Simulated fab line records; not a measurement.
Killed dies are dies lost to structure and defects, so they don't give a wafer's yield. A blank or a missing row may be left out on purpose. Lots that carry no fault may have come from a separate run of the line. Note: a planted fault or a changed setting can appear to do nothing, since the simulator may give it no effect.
A lot that was struck, set against a sound lot + flow sky130 + 14 steps out of a route of 708
Sound: the wafers L110.1, L110.3, L110.5. Wafers L119.1, L119.2, L119.3 were the ones struck. The cause is given at the end.
For every step that has rows: the tool of each side, followed by ch and its chambers, followed by its first start. Under that, the readings that differ: sound wafers + struck wafers + difference of the means + sigmas: that difference in standard deviations of wafers without a fault.
alike: readings with means less than 2 such deviations apart, plus words and numbers identical on both sides. not compared: withheld readings, readings lacking a value on some wafer, bounds such as >300 that could conceal the same value, and numbers that have no deviation in the record and whose values overlap.
Wherever a step has rows on one side only, a row that says differs or no value, or a row with sigmas, the two part there. When numbers do not overlap yet have no deviation, they are printed without sigmas and do not part them. A reading missing from all wafers of one side parts the sides only when that side holds two or more wafers.

SKY_VIA1_OVL_MEAS_13:
  sound on overlay-01 at day 35 19:41; struck on overlay-02 at day 38 15:38
  alike: VIA1_OVL
then, 1 step without rows for these wafers: SKY_VIA1_ETCH_14 (etches BARC in N2/H2, stops on SiO2, time 45.9 s, target depth 60 nm).
SKY_VIA1_ETCH_15: etches SiO2 in C4F8/O2/Ar, stops on TiN, target depth 351 nm, time 54 s.
  sound on rieDiel-01 ch 1,3, day 35 19:46; struck on rieDiel-01 ch 1,2,3, day 38 15:43
| reading             | sound             | struck            | difference | sigmas |
|---------------------|-------------------|-------------------|------------|--------|
| oesProductAu (a.u.) | 0.973 0.985 0.977 | 0.989 0.989 0.998 | +0.014     | +2     |
  not compared: rfHoursCounterH
then, 4 steps without rows for these wafers: SKY_VIA1_STRIP_16 (strips in O2/N2); SKY_VIA1_STRIP_17 (strips in post etch residue remover, time 1200 s); SKY_VIA1_CLEAN_18 (cleans in IPA, time 180 s); SKY_VIA1_CLEAN_19 (cleans in O3/DIW).
SKY_VIA1_SPUTTER_20: material TiN, target thk 20 nm, time 80 s.
  sound on pvdSputter-01 at day 35 20:26; struck on pvdSputter-03 at day 38 16:22
  alike: cathodeDcPowerW, chamberPressurePa, throttleValvePct
SKY_VIA1_CVD_21: deposits W, target thk 270 nm, time 80.902 s.
  sound on cvdW-02 ch 1, day 35 20:30; struck on cvdW-01 ch 0,1, day 38 16:25
  alike: heaterPowerW
SKY_VIA1_RS_MEAS_22: a four-point-probe measurement.
  sound on filmMetro-01 at day 35 20:35; struck on filmMetro-02 at day 38 16:31
  alike: VIA1_W_RS
SKY_VIA1_THK_MEAS_23: measures by xrf.
  sound on filmMetro-01 at day 35 20:43; struck on filmMetro-02 at day 38 16:38
| reading         | sound       | struck      | difference | sigmas |
|-----------------|-------------|-------------|------------|--------|
| VIA1_W_THK (nm) | 263 266 266 | 251 259 256 | -10        | -2     |
SKY_VIA1_CMP_24: polishes, stops on SiO2, t overpolish 15 s, target thk 0 nm.
  sound on cmp-01 ch 0,1,2, day 35 20:49; struck on cmp-01 ch 0,2,3, day 38 16:44
  alike: motorCurrentA, overpolishRunS, timeToEndpointS
SKY_METAL2_SPUTTER_00: material Ti, target thk 15 nm, time 10 s.
  sound on pvdSputter-02 at day 35 21:04; struck on pvdSputter-04 at day 38 16:59
  no value came back on the struck wafers for cathodeDcPowerW (W), chamberPressurePa (Pa), throttleValvePct (%); on the sound wafers cathodeDcPowerW (W) reads 2999.7 3000.2 2999.7
SKY_METAL2_SPUTTER_01: material TiN, target thk 20 nm, time 16.7 s.
  sound on pvdSputter-02 at day 35 21:05; struck on pvdSputter-04 at day 38 17:01
  alike: cathodeDcPowerW, chamberPressurePa, throttleValvePct

== WHERE THEY PART ==
Last at SKY_METAL2_SPUTTER_00 as far as this record goes, first at SKY_VIA1_ETCH_15. Later steps at which nothing parts them and some readings are alike: SKY_METAL2_SPUTTER_01.

WHY: whatever the simulator had introduced
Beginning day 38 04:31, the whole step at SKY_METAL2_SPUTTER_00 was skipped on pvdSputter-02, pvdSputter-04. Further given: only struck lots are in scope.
